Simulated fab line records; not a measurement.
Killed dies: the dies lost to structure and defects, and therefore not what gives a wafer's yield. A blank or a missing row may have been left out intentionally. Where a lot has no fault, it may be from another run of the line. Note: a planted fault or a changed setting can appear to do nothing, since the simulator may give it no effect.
The tool behind it: which one? | flow sky130 | 11 lots, 33 wafers sampled, at 1 step of a route of 708

== WHAT THE GAUGES SHOWED, per wafer ==
SKY_SONOS_TUNNEL_OVL_MEAS_08.
lot  | measured     | on         | SONOS_TUNNEL_OVL (nm)
L156 | day 11 15:07 | overlay-02 | 1.1 0.4 1.7
L160 | day 13 11:20 | overlay-01 | -0.5 -1.2 -1.3
L162 | day 13 14:53 | overlay-02 | 2.7 3.2 2.9
L161 | day 13 15:49 | overlay-01 | 0.0 0.7 -0.7
L164 | day 14 09:04 | overlay-02 | -0.5 0.5 -0.1
L168 | day 15 20:53 | overlay-02 | 0.7 0.5 1.7
L169 | day 15 22:09 | overlay-01 | 2.8 2.0 3.2
L170 | day 16 11:34 | overlay-01 | -0.3 0.3 -0.7
L171 | day 16 17:05 | overlay-01 | 0.1 1.6 2.4
L173 | day 17 04:10 | overlay-01 | -1.9 -0.4 -1.4
L178 | day 19 04:34 | overlay-02 | 1.4 0.9 0.2

== EACH LOT AND THE TOOL THAT RAN IT (in order: tool; ch and the chambers of the sampled wafers; start) ==
The record shows no process step preceding these readings.

== THE ANSWER, worked out from the rows above alone ==
Rule: what is usual is taken from the lots themselves. The widest of any qualifying gaps counts: lots, ordered by their means at a reading, are off when they make up no more than a third of the lots, leave a main group of 4 or more, and stand apart from it by 3 or more times the standard deviation of that group's means. A main group whose means are all the same, to the digits that the tables above print for the reading, isn't used. Also off: a lot with no number at a reading for which 4 or more lots have one. All remaining lots with rows at the step are treated as sound.
Across all readings shown, no lot is off: no conclusion can be drawn from this.

== WHAT THE SIMULATOR PUT IN ==
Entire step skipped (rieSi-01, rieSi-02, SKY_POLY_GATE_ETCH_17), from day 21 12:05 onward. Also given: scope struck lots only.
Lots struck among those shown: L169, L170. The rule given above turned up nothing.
